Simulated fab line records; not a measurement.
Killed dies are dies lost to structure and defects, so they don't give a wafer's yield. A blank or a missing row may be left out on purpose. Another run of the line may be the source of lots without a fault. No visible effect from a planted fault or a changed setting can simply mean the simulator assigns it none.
fab line records -- flow sky130
record: lots: 6, wafers: 18, last-day: 50
route steps=708 shown POLY_GATE@233 LDD_N@237 LDD_P@255 LDD_HVN@267 PAD_OPEN@708
lots untouched by any fault: they come from a run of this same line in which no faults occurred
start-h: hours from the record's opening day to when the first of the lot's shown wafers began -- wait-h: hours elapsed since this lot's preceding step -- " repeats the value in the row above -- L1.1+2: several wafers, shown together as one row -- - no value, or no start given -- * or withheld: withheld -- < > ~ a bound
route shown NAME@n: a module of which the file shows steps, and the number in the route of the first -- usual: mean/standard deviation taken from wafers without a fault -- same: alike in all rows -- chamber/n: place in a boat -- sites: each site's reading -- _std_site: their standard deviation -- _edge_site: mean of outer sites minus mean of inner sites -- radius-mm: how far each site lies from the wafer's centre -- mask NAME#n: copy n -- behind: tool/chamber where the wafer was last shaped -- hold: cause of the lot's hold/its duration in hours/its outcome -- device: the n, p or np transistor that did not switch -- end of line: tests run on the same wafers once the route is complete -- where a step has no rows: the recipe by itself -- killed: dies lost to structure and defects at the first sort, not the wafer's yield -- map: dies across one wafer; x = killed, . = not, _ = none there
set.NAME: the run value of the setting; set.NAME@STEP: its run value at that earlier step -- model.NAME: the simulator's own value behind a step, which no gauge read
lots seen at some steps along the route; tables by step, rows by wafer
services: a tool's chamber out of use, with start hour (start-h, from the record's first day; less than 0 if before it), hours out, and reason
== steps ==
step: SKY_POLY_GATE_CLEAN_19
recipe: chemistry: SC1/SC2, mix: 1:4:20, temp-c: 70, time-s: 150, dry: n2-spin
step: SKY_POLY_GATE_OXIDATION_20
recipe: temp-c: 850, ambient: O2, stabilise-s: 600, purge-s: 300, target-thk-a: 40, ox-time-s: 899
step: SKY_POLY_GATE_THK_MEAS_21
recipe: reads: SiO2_of_POLY_GATE_OXIDATION_20
usual: POLY_GATE_OXIDATION_THK: 3.96/0.082
lot.wafer,tool,chamber,start-h,wait-h,POLY_GATE_OXIDATION_THK[nm]
L135.1,film-metro-01,-,414.09,0.0,4.01
L135.4,film-metro-01,-,414.09,0.0,3.98
L135.5,film-metro-01,-,414.09,0.0,3.98
L133.1,film-metro-02,-,414.15,0.1,3.97
L133.2,film-metro-02,-,414.15,0.1,4.03
L133.6,film-metro-02,-,414.15,0.1,3.97
L137.2,film-metro-01,-,414.16,0.1,3.80
L137.4,film-metro-01,-,414.16,0.1,3.89
L137.6,film-metro-01,-,414.16,0.1,3.80
L144.1,film-metro-01,-,468.84,0.0,4.02
L144.4,film-metro-01,-,468.84,0.0,3.97
L144.5,film-metro-01,-,468.84,0.0,3.93
L145.1,film-metro-02,-,481.01,0.0,3.94
L145.3,film-metro-02,-,481.01,0.0,3.89
L145.5,film-metro-02,-,481.01,0.0,3.94
L156.3,film-metro-02,-,579.68,0.0,3.95
L156.4,film-metro-02,-,579.68,0.0,3.96
L156.5,film-metro-02,-,579.68,0.0,3.93
step: SKY_POLY_GATE_CD_MEAS_22
usual: cd-nm: 150/3.2
lot.wafer,tool,chamber,start-h,wait-h,cd-nm
L135.1,cd-sem-02,-,414.15,0.1,145
L135.4,cd-sem-02,-,414.15,0.1,142
L135.5,cd-sem-02,-,414.15,0.1,145
L133.1,cd-sem-02,-,414.32,0.2,149
L133.2,cd-sem-02,-,414.32,0.2,152
L133.6,cd-sem-02,-,414.32,0.2,152
L137.2,cd-sem-01,-,414.35,0.2,155
L137.4,cd-sem-01,-,414.35,0.2,152
L137.6,cd-sem-01,-,414.35,0.2,153
L144.1,cd-sem-02,-,468.90,0.1,154
L144.4,cd-sem-02,-,468.90,0.1,151
L144.5,cd-sem-02,-,468.90,0.1,149
L145.1,cd-sem-02,-,481.16,0.1,153
L145.3,cd-sem-02,-,481.16,0.1,146
L145.5,cd-sem-02,-,481.16,0.1,148
L156.3,cd-sem-02,-,579.78,0.1,151
L156.4,cd-sem-02,-,579.78,0.1,149
L156.5,cd-sem-02,-,579.78,0.1,149
step: SKY_LDD_N_DEHYDRATE_00
recipe: temp-c: 200, time-s: 60
step: SKY_LDD_N_HMDS_01
recipe: prime-time-s: 60, prime-temp-c: 120
step: SKY_LDD_N_COAT_02
recipe: resist: NOVOLAK, spin-rpm: 3000, resist-thk-nm: 300
step: SKY_LDD_N_SOFTBAKE_03
recipe: temp-c: 90, time-s: 60, resist: NOVOLAK
step: SKY_LDD_N_EXPOSE_04
recipe: mask-id: NTM, target-cd-nm: 840, na: 0.6, source-shape: conventional, sigma-outer: 0.6, dose-mj: 110
step: SKY_LDD_N_PEB_05
recipe: temp-c: withheld, time-s: *, resist: NOVOLAK
step: SKY_LDD_N_DEVELOP_06
recipe: develop-time-s: 60, dev-temp-c: 23.6
step: SKY_LDD_N_OVL_MEAS_07
usual: LDD_N_OVL: -0.6/1.2
lot.wafer,tool,chamber,start-h,wait-h,LDD_N_OVL[nm]
L135.1,overlay-01,-,443.91,0.1,-1.6
L135.4,overlay-01,-,443.91,0.1,-1.0
L135.5,overlay-01,-,443.91,0.1,-1.2
L133.1,overlay-02,-,444.15,0.1,0.7
L133.2,overlay-02,-,444.15,0.1,0.5
L133.6,overlay-02,-,444.15,0.1,-0.5
L137.2,overlay-01,-,444.25,0.1,-2.3
L137.4,overlay-01,-,444.25,0.1,-3.9
L137.6,overlay-01,-,444.25,0.1,-2.9
L144.1,overlay-02,-,498.59,0.1,-1.2
L144.4,overlay-02,-,498.59,0.1,-1.5
L144.5,overlay-02,-,498.59,0.1,-2.7
L145.1,overlay-01,-,511.30,0.1,0.0
L145.3,overlay-01,-,511.30,0.1,-0.1
L145.5,overlay-01,-,511.30,0.1,-0.7
L156.3,overlay-02,-,609.12,0.1,-1.6
L156.4,overlay-02,-,609.12,0.1,-1.8
L156.5,overlay-02,-,609.12,0.1,-1.5
step: SKY_LDD_N_IMPLANT_08
recipe: species: As, energy-kev: 20, dose-cm2: 7.5e+13, tilt-deg: withheld, rotation-deg: 23
lot.wafer,tool,chamber,start-h,wait-h
L135.1+4+5,implanter-02,0,443.94,0.0
L133.1+2+6,implanter-04,0,444.19,0.0
L137.2+4+6,implanter-01,0,444.60,0.3
L144.1+4+5,implanter-02,0,498.63,0.0
L145.1+3+5,implanter-02,0,511.34,0.0
L156.3+4+5,implanter-04,0,609.19,0.1
step: SKY_LDD_N_IMPLANT_09
recipe: species: As, energy-kev: 20, dose-cm2: 7.5e+13, tilt-deg: withheld, rotation-deg: 113
step: SKY_LDD_N_IMPLANT_10
recipe: species: As, energy-kev: 20, dose-cm2: 7.5e+13, tilt-deg: withheld, rotation-deg: 203
step: SKY_LDD_N_IMPLANT_11
recipe: species: As, energy-kev: 20, dose-cm2: 7.5e+13, tilt-deg: withheld, rotation-deg: 293
step: SKY_LDD_N_IMPLANT_12
recipe: species: BF2, energy-kev: 50, dose-cm2: 5e+12, tilt-deg: 30, rotation-deg: 0
step: SKY_LDD_N_IMPLANT_13
recipe: species: BF2, energy-kev: 50, dose-cm2: 5e+12, tilt-deg: 30, rotation-deg: 90
step: SKY_LDD_N_IMPLANT_14
recipe: species: BF2, energy-kev: 50, dose-cm2: 5e+12, tilt-deg: 30, rotation-deg: 180
step: SKY_LDD_N_IMPLANT_15
recipe: species: BF2, energy-kev: 50, dose-cm2: 5e+12, tilt-deg: 30, rotation-deg: 270
step: SKY_LDD_N_STRIP_16
recipe: chemistry: O2/N2, power-w: 1400, pressure-mtorr: 1500, platen-temp-c: withheld, o2-flow-sccm: 3000, n2-flow-sccm: 300, overash-fraction: 0.5
usual: drypump-motor-current-A: 5.4/0.42, oes-product-au: 0.405/0.0046, strip-time-to-endpoint-s: 4.311/0.015
same: overash-fraction: 0.5
lot.wafer,tool,chamber,start-h,wait-h,drypump-motor-current-A,oes-product-au,rf-hours-counter-h,strip-time-to-endpoint-s
L135.1,plasma-asher-04,1,445.14,0.1,5.1,0.412,29,4.319
L135.4,plasma-asher-04,1,445.14,0.1,5.1,0.402,-,4.313
L135.5,plasma-asher-04,0,445.14,0.1,5.7,0.407,-,4.304
L133.1,plasma-asher-03,0,445.39,0.1,6.0,0.407,79,4.307
L133.2,plasma-asher-03,1,445.39,0.1,5.0,0.408,79,4.293
L133.6,plasma-asher-03,1,445.39,0.1,4.9,0.406,-,4.290
L137.2,plasma-asher-01,0,445.78,0.1,4.9,0.406,1,4.305
L137.4,plasma-asher-01,1,445.78,0.1,5.8,0.407,-,4.315
L137.6,plasma-asher-01,1,445.78,0.1,5.8,0.402,-,4.306
L144.1,plasma-asher-04,0,499.83,0.1,5.7,0.396,34,4.285
L144.4,plasma-asher-04,1,499.83,0.1,5.1,0.405,-,4.322
L144.5,plasma-asher-04,0,499.83,0.1,5.7,0.404,-,4.314
L145.1,plasma-asher-04,0,512.54,0.1,5.7,0.421,36,4.275
L145.3,plasma-asher-04,0,512.54,0.1,5.7,0.413,-,4.307
L145.5,plasma-asher-04,0,512.54,0.1,5.7,0.404,-,4.279
L156.3,plasma-asher-01,1,610.38,0.1,5.8,0.415,-,4.325
L156.4,plasma-asher-01,0,610.38,0.1,4.9,0.411,-,4.350
L156.5,plasma-asher-01,1,610.38,0.1,5.8,0.412,-,4.355
step: SKY_LDD_N_TW_MEAS_17
usual: LDD_N_TW: 2578/24
lot.wafer,tool,chamber,start-h,wait-h,LDD_N_TW
L135.1,film-metro-02,-,445.24,0.1,2591
L135.4,film-metro-02,-,445.24,0.1,2593
L135.5,film-metro-02,-,445.24,0.1,2580
L133.1,film-metro-01,-,445.49,0.1,2562
L133.2,film-metro-01,-,445.49,0.1,2564
L133.6,film-metro-01,-,445.49,0.1,2554
L137.2,film-metro-01,-,445.89,0.1,2561
L137.4,film-metro-01,-,445.89,0.1,2554
L137.6,film-metro-01,-,445.89,0.1,2564
L144.1,film-metro-02,-,499.93,0.1,2575
L144.4,film-metro-02,-,499.93,0.1,2575
L144.5,film-metro-02,-,499.93,0.1,2588
L145.1,film-metro-03,-,512.64,0.1,2608
L145.3,film-metro-03,-,512.64,0.1,2606
L145.5,film-metro-03,-,512.64,0.1,2609
L156.3,film-metro-03,-,610.46,0.1,2597
L156.4,film-metro-03,-,610.46,0.1,2599
L156.5,film-metro-03,-,610.46,0.1,2608
step: SKY_LDD_P_DEHYDRATE_00
recipe: temp-c: 200, time-s: 60
step: SKY_LDD_P_HMDS_01
recipe: prime-time-s: 60, prime-temp-c: 120
step: SKY_LDD_P_COAT_02
recipe: resist: NOVOLAK, spin-rpm: 3000, resist-thk-nm: 1140
step: SKY_LDD_P_SOFTBAKE_03
recipe: temp-c: 90, time-s: 60, resist: NOVOLAK
step: SKY_LDD_P_EXPOSE_04
recipe: mask-id: PSDM, na: 0.6, source-shape: conventional, sigma-outer: 0.6, polarization: unpolarized, target-cd-nm: 380, dose-mj: 138
step: SKY_LDD_P_PEB_05
recipe: temp-c: withheld, time-s: *, resist: NOVOLAK
step: SKY_LDD_P_DEVELOP_06
recipe: resist: NOVOLAK, developer: TMAH, develop-time-s: 60, dev-temp-c: 23
step: SKY_LDD_P_CD_MEAS_07
recipe: target-cd-nm: 380
usual: cd-nm: 379.7/2.3
lot.wafer,tool,chamber,start-h,wait-h,cd-nm
L135.1,cd-sem-02,-,475.95,0.1,377.7
L135.4,cd-sem-02,-,475.95,0.1,380.4
L135.5,cd-sem-02,-,475.95,0.1,380.3
L133.1,cd-sem-02,-,476.24,0.1,378.3
L133.2,cd-sem-02,-,476.24,0.1,376.8
L133.6,cd-sem-02,-,476.24,0.1,377.0
L137.2,cd-sem-02,-,476.94,0.1,380.3
L137.4,cd-sem-02,-,476.94,0.1,381.0
L137.6,cd-sem-02,-,476.94,0.1,380.5
L144.1,cd-sem-01,-,529.15,0.1,378.9
L144.4,cd-sem-01,-,529.15,0.1,379.9
L144.5,cd-sem-01,-,529.15,0.1,379.9
L145.1,cd-sem-02,-,541.99,0.1,381.2
L145.3,cd-sem-02,-,541.99,0.1,377.6
L145.5,cd-sem-02,-,541.99,0.1,379.6
L156.3,cd-sem-02,-,639.28,0.1,382.6
L156.4,cd-sem-02,-,639.28,0.1,381.9
L156.5,cd-sem-02,-,639.28,0.1,383.0
step: SKY_LDD_P_OVL_MEAS_08
usual: LDD_P_OVL: 0.8/1.4
lot.wafer,tool,chamber,start-h,wait-h,LDD_P_OVL[nm]
L135.1,overlay-01,-,476.07,0.1,3.0
L135.4,overlay-01,-,476.07,0.1,0.2
L135.5,overlay-01,-,476.07,0.1,2.7
L133.1,overlay-02,-,476.36,0.1,1.1
L133.2,overlay-02,-,476.36,0.1,-0.4
L133.6,overlay-02,-,476.36,0.1,0.9
L137.2,overlay-02,-,477.04,0.1,0.7
L137.4,overlay-02,-,477.04,0.1,0.0
L137.6,overlay-02,-,477.04,0.1,1.0
L144.1,overlay-01,-,529.27,0.1,-0.2
L144.4,overlay-01,-,529.27,0.1,0.6
L144.5,overlay-01,-,529.27,0.1,-1.0
L145.1,overlay-02,-,542.11,0.1,-0.8
L145.3,overlay-02,-,542.11,0.1,-1.5
L145.5,overlay-02,-,542.11,0.1,-1.3
L156.3,overlay-02,-,639.37,0.1,-1.4
L156.4,overlay-02,-,639.37,0.1,-0.6
L156.5,overlay-02,-,639.37,0.1,0.2
step: SKY_LDD_P_IMPLANT_09
recipe: species: BF2, energy-kev: 25, dose-cm2: 1e+13, tilt-deg: withheld
step: SKY_LDD_P_STRIP_10
recipe: chemistry: O2/N2, power-w: 1400, pressure-mtorr: 1500, platen-temp-c: withheld, o2-flow-sccm: 3000, n2-flow-sccm: 300, overash-fraction: 0.5
usual: drypump-motor-current-A: 5.5/0.44, oes-product-au: 0.715/0.0045, strip-time-to-endpoint-s: 14.182/0.029
same: overash-fraction: 0.5
lot.wafer,tool,chamber,start-h,wait-h,drypump-motor-current-A,oes-product-au,rf-hours-counter-h,strip-time-to-endpoint-s
L135.1,plasma-asher-01,0,476.26,0.1,4.9,0.717,4,14.117
L135.4,plasma-asher-01,0,476.26,0.1,4.9,0.711,-,14.146
L135.5,plasma-asher-01,1,476.26,0.1,5.8,0.717,-,14.148
L133.1,plasma-asher-02,0,476.55,0.1,6.0,0.704,66,14.206
L133.2,plasma-asher-02,1,476.55,0.1,5.4,0.714,66,14.183
L133.6,plasma-asher-02,1,476.55,0.1,5.4,0.722,-,14.191
L137.2,plasma-asher-01,1,477.22,0.1,5.8,0.708,4,14.194
L137.4,plasma-asher-01,1,477.22,0.1,5.8,0.717,-,14.194
L137.6,plasma-asher-01,1,477.22,0.1,5.8,0.714,-,14.193
L144.1,plasma-asher-01,0,529.46,0.1,4.9,0.719,9,14.189
L144.4,plasma-asher-01,1,529.46,0.1,5.8,0.719,-,14.165
L144.5,plasma-asher-01,1,529.46,0.1,5.9,0.714,-,14.199
L145.1,plasma-asher-03,0,542.30,0.1,6.0,0.717,89,14.231
L145.3,plasma-asher-03,1,542.30,0.1,5.0,0.718,-,14.199
L145.5,plasma-asher-03,0,542.30,0.1,6.0,0.720,-,14.229
L156.3,plasma-asher-02,1,639.58,0.1,5.4,0.712,-,14.171
L156.4,plasma-asher-02,0,639.58,0.1,6.0,0.711,-,14.164
L156.5,plasma-asher-02,0,639.58,0.1,6.0,0.722,-,14.204
step: SKY_LDD_P_TW_MEAS_11
usual: LDD_P_TW: 644/7.3
lot.wafer,tool,chamber,start-h,wait-h,LDD_P_TW
L135.1,film-metro-04,-,476.36,0.1,657
L135.4,film-metro-04,-,476.36,0.1,656
L135.5,film-metro-04,-,476.36,0.1,656
L133.1,film-metro-03,-,476.65,0.1,641
L133.2,film-metro-03,-,476.65,0.1,641
L133.6,film-metro-03,-,476.65,0.1,641
L137.2,film-metro-02,-,477.33,0.1,636
L137.4,film-metro-02,-,477.33,0.1,638
L137.6,film-metro-02,-,477.33,0.1,638
L144.1,film-metro-02,-,529.56,0.1,631
L144.4,film-metro-02,-,529.56,0.1,634
L144.5,film-metro-02,-,529.56,0.1,636
L145.1,film-metro-03,-,542.40,0.1,635
L145.3,film-metro-03,-,542.40,0.1,635
L145.5,film-metro-03,-,542.40,0.1,639
L156.3,film-metro-04,-,639.67,0.1,652
L156.4,film-metro-04,-,639.67,0.1,649
L156.5,film-metro-04,-,639.67,0.1,648
step: SKY_LDD_HVN_DEHYDRATE_00
recipe: temp-c: 200, time-s: 60
step: SKY_LDD_HVN_HMDS_01
recipe: prime-time-s: 60, prime-temp-c: 120
step: SKY_LDD_HVN_COAT_02
recipe: resist: NOVOLAK, spin-rpm: 3000, resist-thk-nm: 300
step: SKY_LDD_HVN_SOFTBAKE_03
recipe: temp-c: 90, time-s: 60, resist: NOVOLAK
step: SKY_LDD_HVN_EXPOSE_04
recipe: mask-id: HVNTM, na: 0.6, source-shape: conventional, sigma-outer: 0.6, polarization: unpolarized, target-cd-nm: 700, dose-mj: 127
step: SKY_LDD_HVN_PEB_05
recipe: temp-c: withheld, time-s: *, resist: NOVOLAK
step: SKY_LDD_HVN_DEVELOP_06
recipe: resist: NOVOLAK, developer: TMAH, develop-time-s: 60, dev-temp-c: 23
step: SKY_LDD_HVN_OVL_MEAS_07
usual: LDD_HVN_OVL: 1.4/1.1
lot.wafer,tool,chamber,start-h,wait-h,LDD_HVN_OVL[nm]
L135.1,overlay-02,-,506.47,0.1,2.7
L135.4,overlay-02,-,506.47,0.1,1.4
L135.5,overlay-02,-,506.47,0.1,1.7
L133.1,overlay-02,-,506.77,0.1,2.5
L133.2,overlay-02,-,506.77,0.1,1.2
L133.6,overlay-02,-,506.77,0.1,1.0
L137.2,overlay-02,-,507.37,0.1,1.2
L137.4,overlay-02,-,507.37,0.1,2.5
L137.6,overlay-02,-,507.37,0.1,2.2
L144.1,overlay-02,-,558.72,0.1,2.7
L144.4,overlay-02,-,558.72,0.1,2.2
L144.5,overlay-02,-,558.72,0.1,1.6
L145.1,overlay-01,-,572.01,0.1,-0.8
L145.3,overlay-01,-,572.01,0.1,0.3
L145.5,overlay-01,-,572.01,0.1,-0.1
L156.3,overlay-02,-,667.83,0.1,2.3
L156.4,overlay-02,-,667.83,0.1,2.3
L156.5,overlay-02,-,667.83,0.1,0.0
step: SKY_PAD_OPEN_PROBE_99
usual: killed_at_M0_to_M3: 45/7.5, killed_at_M4_up: 2.8/1.9, killed-at-contacts: 25/5.5, killed-at-front-end: 14/4, killed-at-other: 0.3/0.75, killed-dies: 87/9.4, killed-open: 47/6.6, killed-short: 39/6.6
same: gross-dies: 492, killed-at-back-side: 0
lot.wafer,tool,chamber,start-h,wait-h,killed_at_M0_to_M3,killed_at_M4_up,killed-at-contacts,killed-at-front-end,killed-at-other,killed-dies,killed-open,killed-short,model.etest.tip-n.rs-ohm-sq
L133.1,prober-02,-,1106.70,0.1,43,2,26,11,0,82,48,34,440.6
L133.2,prober-02,-,1106.75,0.1,41,3,26,5,0,75,37,38,448.5
L133.6,prober-02,-,1106.95,0.2,48,0,23,15,0,86,52,34,444.8
L137.2,prober-02,-,1110.11,0.1,36,4,24,17,0,81,48,33,445.1
L137.4,prober-02,-,1110.21,0.2,35,1,28,13,0,77,38,39,447
L137.6,prober-02,-,1110.31,0.2,36,6,23,20,0,85,42,43,447.3
L144.1,prober-01,-,1142.26,0.1,42,8,34,14,0,98,48,50,443.7
L144.4,prober-01,-,1142.41,0.2,50,1,17,13,0,81,49,32,446.8
L144.5,prober-01,-,1142.46,0.2,48,4,22,13,0,87,50,37,447.1
L145.1,prober-02,-,1160.32,0.1,60,3,23,12,1,99,62,37,450.3
L145.3,prober-02,-,1160.42,0.2,39,3,26,13,1,82,45,37,446.4
L145.5,prober-02,-,1160.52,0.2,69,1,15,11,0,96,58,38,443.9
L156.3,prober-02,-,1207.61,0.2,31,1,32,10,0,74,40,34,443.9
L156.4,prober-02,-,1207.66,0.2,44,4,27,20,1,96,47,49,441.4
L156.5,prober-02,-,1207.71,0.2,46,3,22,20,1,92,49,43,440.4
killed by level:class
L133.1 CONTACT:geometric-particle:open=10 VIA1:geometric-particle:open=10 VIA3:geometric-particle:open=8 LI_CONTACT:geometric-particle:open=7 CONTACT:geometric-particle:short=5 VIA2:geometric-particle:open=5 VIA3:geometric-particle:short=5 METAL1:geometric-particle:short=4
L133.2 CONTACT:geometric-particle:open=10 VIA1:geometric-particle:open=6 METAL3:geometric-particle:short=6 LI_CONTACT:geometric-particle:open=5 LOCAL_INTERCONNECT:geometric-particle:short=4 CONTACT:geometric-particle:short=4 METAL1:geometric-particle:short=4 METAL2:geometric-particle:short=4
L133.6 VIA1:geometric-particle:open=19 CONTACT:geometric-particle:open=7 VIA3:geometric-particle:open=6 CONTACT:geometric-particle:short=6 METAL2:geometric-particle:short=6 FIELD_ISO:geometric-particle:open=5 LI_CONTACT:geometric-particle:open=5 METAL3:geometric-particle:short=4
L137.2 VIA1:geometric-particle:open=9 LI_CONTACT:geometric-particle:open=7 FIELD_ISO:geometric-particle:open=6 CONTACT:geometric-particle:open=6 VIA2:geometric-particle:open=6 METAL1:geometric-particle:short=5 VIA3:geometric-particle:open=5 CONTACT:geometric-particle:short=4
L137.4 CONTACT:geometric-particle:open=11 METAL2:geometric-particle:short=7 LI_CONTACT:geometric-particle:open=6 LI_CONTACT:geometric-particle:short=5 VIA1:geometric-particle:open=5 METAL3:geometric-particle:short=4 POLY_GATE:geometric-particle:short=4 METAL1:geometric-particle:short=4
L137.6 CONTACT:geometric-particle:open=11 VIA1:geometric-particle:open=7 CONTACT:geometric-particle:short=6 VIA1:geometric-particle:short=6 VIA3:geometric-particle:open=6 METAL4:geometric-particle:short=6 FIELD_ISO:geometric-particle:short=5 FIELD_ISO:geometric-particle:open=5
L144.1 CONTACT:geometric-particle:open=15 VIA1:geometric-particle:open=9 CONTACT:geometric-particle:short=8 VIA3:geometric-particle:open=7 LOCAL_INTERCONNECT:geometric-particle:short=6 METAL4:geometric-particle:short=6 FIELD_ISO:geometric-particle:short=5 METAL1:geometric-particle:short=5
L144.4 VIA1:geometric-particle:open=12 VIA3:geometric-particle:open=11 CONTACT:geometric-particle:open=8 VIA1:geometric-particle:short=7 METAL1:geometric-particle:short=6 POLY_GATE:geometric-particle:open=4 LI_CONTACT:geometric-particle:open=4 CONTACT:geometric-particle:short=4
L144.5 VIA2:geometric-particle:open=10 CONTACT:geometric-particle:open=9 VIA1:geometric-particle:open=9 VIA1:geometric-particle:short=6 VIA3:geometric-particle:short=6 VIA3:geometric-particle:open=6 CONTACT:geometric-particle:short=5 POLY_GATE:geometric-particle:open=4
L145.1 VIA1:geometric-particle:open=16 VIA3:geometric-particle:open=13 VIA2:geometric-particle:open=8 LI_CONTACT:geometric-particle:open=7 CONTACT:geometric-particle:open=6 POLY_GATE:geometric-particle:short=5 VIA2:geometric-particle:short=5 LOCAL_INTERCONNECT:geometric-particle:short=4
L145.3 VIA2:geometric-particle:open=9 CONTACT:geometric-particle:open=9 LI_CONTACT:geometric-particle:open=6 METAL1:geometric-particle:short=6 CONTACT:geometric-particle:short=5 VIA3:geometric-particle:open=5 METAL2:geometric-particle:short=5 VIA1:geometric-particle:open=4
L145.5 VIA1:geometric-particle:open=19 VIA2:geometric-particle:open=12 VIA3:geometric-particle:open=8 METAL2:geometric-particle:short=8 LI_CONTACT:geometric-particle:open=6 LOCAL_INTERCONNECT:geometric-particle:short=5 VIA2:geometric-particle:short=5 POLY_GATE:geometric-particle:short=4
L156.3 CONTACT:geometric-particle:open=11 LI_CONTACT:geometric-particle:open=10 LOCAL_INTERCONNECT:geometric-particle:short=6 VIA1:geometric-particle:open=6 VIA1:geometric-particle:short=5 METAL1:geometric-particle:short=4 VIA2:geometric-particle:open=4 VIA3:geometric-particle:open=4
L156.4 CONTACT:geometric-particle:open=10 VIA1:geometric-particle:open=9 VIA3:geometric-particle:open=9 CONTACT:geometric-particle:short=7 FIELD_ISO:geometric-particle:short=6 POLY_GATE:geometric-particle:open=6 METAL1:geometric-particle:short=6 VIA1:geometric-particle:short=5
L156.5 VIA1:geometric-particle:open=18 LOCAL_INTERCONNECT:geometric-particle:short=7 METAL1:geometric-particle:short=6 POLY_GATE:geometric-particle:open=5 CONTACT:geometric-particle:open=5 FIELD_ISO:geometric-particle:short=4 FIELD_ISO:geometric-particle:open=4 LI_CONTACT:geometric-particle:short=4
== services ==
tool,chamber,start-h,hours,kind
plasma-asher-01,-,421.25,9.0,pm
plasma-asher-01,0,421.25,9.0,vent-cycle
plasma-asher-01,1,421.25,9.0,vent-cycle
plasma-asher-01,0,430.25,-,clean
plasma-asher-01,1,430.25,-,clean
implanter-04,-,452.21,5.4,repair
plasma-asher-03,-,455.57,0.7,repair
plasma-asher-01,-,481.46,3.8,repair
implanter-04,-,497.84,0.8,repair
implanter-04,-,511.71,2.0,repair
implanter-04,-,521.40,4.9,repair
plasma-asher-01,-,557.41,2.3,repair
plasma-asher-03,-,568.71,1.1,repair
plasma-asher-03,-,570.49,1.9,repair
implanter-02,-,583.74,2.8,repair
implanter-01,-,611.05,1.2,repair
plasma-asher-04,-,617.57,4.3,repair
== key ==
first-sign none at tools or gauges
model-effect: step: SKY_PAD_OPEN_PROBE_99, value: etest.tip-n.rs-ohm-sq, without: 441.3, struck: 446.4
met-at SKY_LDD_N_IMPLANT_08
struck-wafers L144.1,L144.4,L144.5,L145.1,L145.3,L145.5
tester-left-out L144,L145
onset-between 443.94 498.63
also-fits SKY_LDD_N_STRIP_16:plasma-asher-04
fault: kind: process-parameter-drift, tool: implanter-02, chamber: -, onset-h: 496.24, steps: SKY_LDD_N_IMPLANT_08, channel: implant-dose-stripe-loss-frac, offset: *, shape: step, end-h: 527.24
tester-left-out: of these lots the tester's yield and bins aren't shown, on N5 and GAA mostly nor the transistor test; their killed dies are dies lost to structure and defects alone, not to doping, threshold or leakage, so they don't give the yield
